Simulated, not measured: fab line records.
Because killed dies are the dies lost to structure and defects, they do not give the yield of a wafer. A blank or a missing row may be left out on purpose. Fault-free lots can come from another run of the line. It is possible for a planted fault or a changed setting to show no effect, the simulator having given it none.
Which tool did it?	flow sky130	Sampling: 12 lots, 36 wafers, 2 of 708 route steps

## WHAT THE GAUGES SHOWED, per wafer
SKY_METAL2_OVL_MEAS_16. Usual: METAL2_OVL gives 0 nm (standard deviation 5.1).
lot	measured	on	METAL2_OVL (nm)	flag
L984	day 34 17:46	overlay-01	-8 0 -6	
L986	day 35 16:37	overlay-02	5 -4 2	
L987	day 36 00:38	overlay-02	5 6 4	
L988	day 36 07:49	overlay-02	-2 2 1	
L989	day 36 15:36	overlay-02	-7 -7 0	
L990	day 36 23:57	overlay-02	-7 -2 5	
L991	day 37 06:07	overlay-01	1 0 -7	
L992	day 37 07:04	overlay-01	0 2 8	
L996	day 39 06:31	overlay-01	0 7 7	
L999	day 39 18:48	overlay-02	8 0 5	
L101	day 41 18:15	overlay-02	9 5 4	
L107	day 41 21:48	overlay-01	-5 -9 0	

## TOOL THAT RAN EACH LOT (tool first, then ch and the chambers of the sampled wafers, then the start)
lot	SKY_FIELD_ISO_STRIP_16
L984	plasma-asher-03 ch 0,1, day 2 04:15
L986	plasma-asher-03 ch 0,1, day 2 19:15
L987	plasma-asher-03 ch 0,1, day 3 00:37
L988	plasma-asher-03 ch 0,1, day 3 03:55
L989	plasma-asher-04 ch 0,1, day 3 10:23
L990	plasma-asher-04 ch 0,1, day 3 14:53
L991	plasma-asher-04 ch 0,1, day 3 17:14
L992	plasma-asher-03 ch 0,1, day 3 20:56
L996	plasma-asher-03 ch 0,1, day 4 19:04
L999	plasma-asher-03 ch 0,1, day 5 11:25
L101	plasma-asher-04 ch 0,1, day 5 21:53
L107	plasma-asher-04 ch 1, day 7 06:35
- SKY_FIELD_ISO_STRIP_16: strips in O2/N2.

## AS READ BY THE TOOLS THEMSELVES (means over the sampled wafers that have a number; for cases with no such wafer, the mark the record gives instead)
SKY_FIELD_ISO_STRIP_16. Usual: drypump-motor-current-A 5.6 A, standard deviation 0.32; o2-flow-sccm 2999 sccm, standard deviation 9.1; oes-product-au 0.379 a.u., standard deviation 0.005; strip-time-to-endpoint-s 3.57 s, standard deviation 0.031.
lot	tool	drypump-motor-current-A (A)	o2-flow-sccm (sccm)	oes-product-au (a.u.)	strip-time-to-endpoint-s (s)	flag
L984	plasma-asher-03	5.9	2994	0.380	3.54	
L986	plasma-asher-03	5.8	2997	0.375	3.55	
L987	plasma-asher-03	5.8	3000	0.374	3.54	
L988	plasma-asher-03	5.8	2992	0.378	3.58	
L989	plasma-asher-04	5.4	3013	0.373	3.55	
L990	plasma-asher-04	5.4	3005	0.378	3.57	
L991	plasma-asher-04	5.4	3005	0.378	3.58	
L992	plasma-asher-03	5.9	2996	0.377	3.57	
L996	plasma-asher-03	5.8	2994	0.376	3.57	
L999	plasma-asher-03	5.9	2991	0.379	3.56	
L101	plasma-asher-04	5.4	3000	0.380	3.58	
L107	plasma-asher-04	5.3	3013	0.380	3.59	

## THE ANSWER, worked out from the rows above alone
Rule: take the mean of a lot's wafers that have a number; if it is more than 3 standard deviations from the usual mean, the lot is off. Also off: a lot with no number at a reading for which 4 or more lots have one. Where the step has rows for the other lots, those lots are counted as sound. The gauges are gone through in route order, then the tools' own readings, and for those a lot's mean is taken as printed above. The first step at which some lot is off is used, and at that step the reading that is off furthest; a lot without a number counts as furthest.
Across all readings shown, no lot is off: no conclusion can be drawn from this.

## WHAT THE SIMULATOR PUT IN
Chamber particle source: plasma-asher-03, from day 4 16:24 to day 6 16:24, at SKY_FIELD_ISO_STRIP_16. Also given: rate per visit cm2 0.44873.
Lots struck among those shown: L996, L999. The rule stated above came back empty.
